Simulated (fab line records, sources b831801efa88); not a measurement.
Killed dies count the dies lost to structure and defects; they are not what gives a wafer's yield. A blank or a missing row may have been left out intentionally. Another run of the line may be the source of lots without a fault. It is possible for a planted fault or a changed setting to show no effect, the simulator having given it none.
What tool caused it? | flow sky130 | 36 wafers from 12 lots sampled at 5 of the route's 708 steps

## WHAT THE GAUGES READ, wafer by wafer
SKY_SONOS_ONO_THK_MEAS_01. Usual: SONOS_ONO_OXIDATION_THK 2.59 nm, standard deviation 0.056.
lot  | measured     | on            | SONOS_ONO_OXIDATION_THK (nm) | flag
L757 | day 11 15:46 | film metro-02 | 2.52 2.51 2.49               |
L758 | day 11 23:41 | film metro-01 | 2.61 2.64 2.62               |
L761 | day 13 03:16 | film metro-02 | 2.66 2.57 2.65               |
L762 | day 13 17:10 | film metro-01 | 2.65 2.60 2.55               |
L763 | day 13 21:08 | film metro-03 | 2.57 2.53 2.61               |
L770 | day 16 04:47 | film metro-01 | 2.62 2.63 2.62               |
L771 | day 16 12:23 | film metro-03 | 2.66 2.54 2.60               |
L772 | day 16 19:13 | film metro-02 | 2.67 2.67 2.63               |
L776 | day 18 09:03 | film metro-02 | 2.52 2.54 2.52               |
L777 | day 18 15:28 | film metro-03 | 2.58 2.69 2.61               |
L778 | day 19 00:26 | film metro-03 | 2.59 2.52 2.55               |
L779 | day 19 10:03 | film metro-03 | 2.56 2.59 2.66               |

SKY_GATE_OXIDE_TW_MEAS_14. Usual: GATE_OXIDE_TW 221.3, standard deviation 2.2.
lot  | measured     | on            | GATE_OXIDE_TW     | flag
L757 | day 13 23:13 | film metro-04 | 219.9 220.7 220.8 |
L758 | day 14 08:49 | film metro-04 | 220.2 218.6 220.0 |
L761 | day 15 14:38 | film metro-02 | 222.2 224.1 223.6 |
L762 | day 16 05:42 | film metro-04 | 217.9 220.4 218.4 |
L763 | day 16 11:14 | film metro-04 | 218.7 218.1 218.7 |
L770 | day 18 20:02 | film metro-04 | 219.9 220.7 220.7 |
L771 | day 19 06:10 | film metro-02 | 226.1 224.1 226.2 |
L772 | day 19 11:37 | film metro-01 | 220.0 219.7 219.0 |
L776 | day 21 02:49 | film metro-02 | 223.6 224.0 224.6 |
L777 | day 21 10:18 | film metro-01 | 221.7 220.7 219.8 |
L778 | day 21 21:40 | film metro-04 | 220.2 220.9 221.2 |
L779 | day 22 04:49 | film metro-04 | 219.5 221.6 220.0 |

SKY_POLY_GATE_THK_MEAS_21. Usual: POLY_GATE_OXIDATION_THK 4.00 nm, standard deviation 0.079.
lot  | measured     | on            | POLY_GATE_OXIDATION_THK (nm) | flag
L757 | day 16 16:28 | film metro-03 | 3.93 4.01 4.02               |
L758 | day 17 03:19 | film metro-01 | 4.10 3.92 3.99               |
L761 | day 18 10:18 | film metro-04 | 3.93 4.00 3.87               |
L762 | day 19 02:18 | film metro-01 | 4.05 4.06 4.00               |
L763 | day 19 07:20 | film metro-01 | 3.91 3.90 3.85               |
L770 | day 21 16:56 | film metro-03 | 4.07 4.13 4.05               |
L771 | day 22 05:53 | film metro-03 | 4.16 4.09 4.07               |
L772 | day 22 10:28 | film metro-01 | 3.97 3.90 3.95               |
L776 | day 23 20:10 | film metro-04 | 4.03 4.02 3.99               |
L777 | day 24 06:25 | film metro-04 | 4.03 4.03 4.08               |
L778 | day 24 14:50 | film metro-04 | 4.00 4.08 3.97               |
L779 | day 24 22:58 | film metro-04 | 4.07 4.06 3.99               |

## WHAT TOOL EACH LOT RAN ON (gives the tool, then ch and the chambers of the sampled wafers, and finally the start)
lot  | SKY_POLY_GATE_ETCH_16              | SKY_POLY_GATE_STRIP_18
L757 | rie diel-01 ch 0,1,2, day 16 14:25 | plasma asher-02 ch 1, day 16 14:34
L758 | rie diel-01 ch 1,2,3, day 17 00:37 | plasma asher-03 ch 0,1, day 17 00:47
L761 | rie diel-01 ch 0,3, day 18 07:07   | plasma asher-04 ch 0,1, day 18 07:16
L762 | rie diel-01 ch 2,3, day 18 23:19   | plasma asher-03 ch 0,1, day 18 23:30
L763 | rie diel-04 ch 0,1,2, day 19 05:43 | plasma asher-02 ch 0,1, day 19 05:53
L770 | rie diel-02 ch 0,1,2, day 21 14:55 | plasma asher-03 ch 0,1, day 21 15:04
L771 | rie diel-04 ch 0,2,3, day 22 04:19 | plasma asher-03 ch 0,1, day 22 04:29
L772 | rie diel-02 ch 0,1,3, day 22 08:07 | plasma asher-02 ch 0,1, day 22 08:16
L776 | rie diel-01 ch 0,1,2, day 23 18:37 | plasma asher-03 ch 0,1, day 23 18:46
L777 | rie diel-01 ch 1,2,3, day 24 04:23 | plasma asher-02 ch 0,1, day 24 04:32
L778 | rie diel-02 ch 2,3, day 24 13:16   | plasma asher-04 ch 0,1, day 24 13:26
L779 | rie diel-02 ch 1,2,3, day 24 21:22 | plasma asher-02 ch 1, day 24 21:31
- SKY_POLY_GATE_ETCH_16: etches Si3N4 in CH3F/O2, stops on poly-Si, time 147.5 s, target depth 75 nm.
- SKY_POLY_GATE_STRIP_18: strips in O2/N2.

## AS READ BY THE TOOLS THEMSELVES (means over the sampled wafers that have a number; for cases with no such wafer, the mark the record gives instead)
SKY_POLY_GATE_ETCH_16. Usual: bias w 80.01 W, standard deviation 0.24; drypump motor current A 5.6 A, standard deviation 0.41; oes product au 0.641 a.u., standard deviation 0.005; throttle valve pct 10.535 %, standard deviation 0.009.
lot  | tool        | bias w (W) | drypump motor current A (A) | oes product au (a.u.) | throttle valve pct (%) | flag
L757 | rie diel-01 | 79.86      | 5.4                         | 0.640                 | 10.532                 |
L758 | rie diel-01 | 80.25      | 5.6                         | 0.637                 | 10.532                 |
L761 | rie diel-01 | 104.69     | 5.3                         | 0.638                 | 10.534                 | OFF
L762 | rie diel-01 | 104.66     | 5.6                         | 0.644                 | 10.538                 | OFF
L763 | rie diel-04 | 80.08      | 5.5                         | 0.639                 | 10.538                 |
L770 | rie diel-02 | 79.95      | 5.9                         | 0.640                 | 10.533                 |
L771 | rie diel-04 | 80.10      | 5.1                         | 0.642                 | 10.541                 |
L772 | rie diel-02 | 80.07      | 5.6                         | 0.645                 | 10.530                 |
L776 | rie diel-01 | 79.84      | 5.4                         | 0.636                 | 10.540                 |
L777 | rie diel-01 | 79.83      | 5.6                         | 0.644                 | 10.542                 |
L778 | rie diel-02 | 80.11      | 5.9                         | 0.639                 | 10.530                 |
L779 | rie diel-02 | 79.99      | 5.8                         | 0.640                 | 10.529                 |

SKY_POLY_GATE_STRIP_18. Usual: drypump motor current A 5.9 A, standard deviation 0.52; oes product au 0.360 a.u., standard deviation 0.0051; strip time to endpoint s 3.14 s, standard deviation 0.058.
lot  | tool            | drypump motor current A (A) | oes product au (a.u.) | strip time to endpoint s (s) | flag
L757 | plasma asher-02 | 5.9                         | 0.361                 | 3.15                         |
L758 | plasma asher-03 | 5.5                         | 0.363                 | 3.19                         |
L761 | plasma asher-04 | 6.3                         | 0.355                 | 2.97                         |
L762 | plasma asher-03 | 5.5                         | 0.351                 | 3.00                         |
L763 | plasma asher-02 | 6.1                         | 0.363                 | 3.10                         |
L770 | plasma asher-03 | 5.5                         | 0.359                 | 3.16                         |
L771 | plasma asher-03 | 5.5                         | 0.358                 | 3.11                         |
L772 | plasma asher-02 | 6.0                         | 0.358                 | 3.20                         |
L776 | plasma asher-03 | 5.5                         | 0.364                 | 3.19                         |
L777 | plasma asher-02 | 6.2                         | 0.363                 | 3.17                         |
L778 | plasma asher-04 | 5.8                         | 0.356                 | 3.11                         |
L779 | plasma asher-02 | 5.8                         | 0.362                 | 3.14                         |

## THE ANSWER, worked out from the rows above alone
Rule: a lot counts as off when the mean over its wafers that have a number is more than 3 standard deviations away from the usual mean. A lot without any number at a reading at which 4 lots or more have one is off too. All remaining lots with rows at the step are treated as sound. First the gauges in route order, then the tools' own readings, where a lot's mean is used as printed above. The first step at which some lot is off is used, and at that step the reading that is off furthest; a lot without a number counts as furthest.
Off at SKY_POLY_GATE_ETCH_16 (bias w): L761, L762.
A tool fits if, at that step or a process step before it, it ran every lot that is off, and no sound lot after the first of them. Of those tried, none fits.

## WHAT HAD BEEN PUT IN BY THE SIMULATOR
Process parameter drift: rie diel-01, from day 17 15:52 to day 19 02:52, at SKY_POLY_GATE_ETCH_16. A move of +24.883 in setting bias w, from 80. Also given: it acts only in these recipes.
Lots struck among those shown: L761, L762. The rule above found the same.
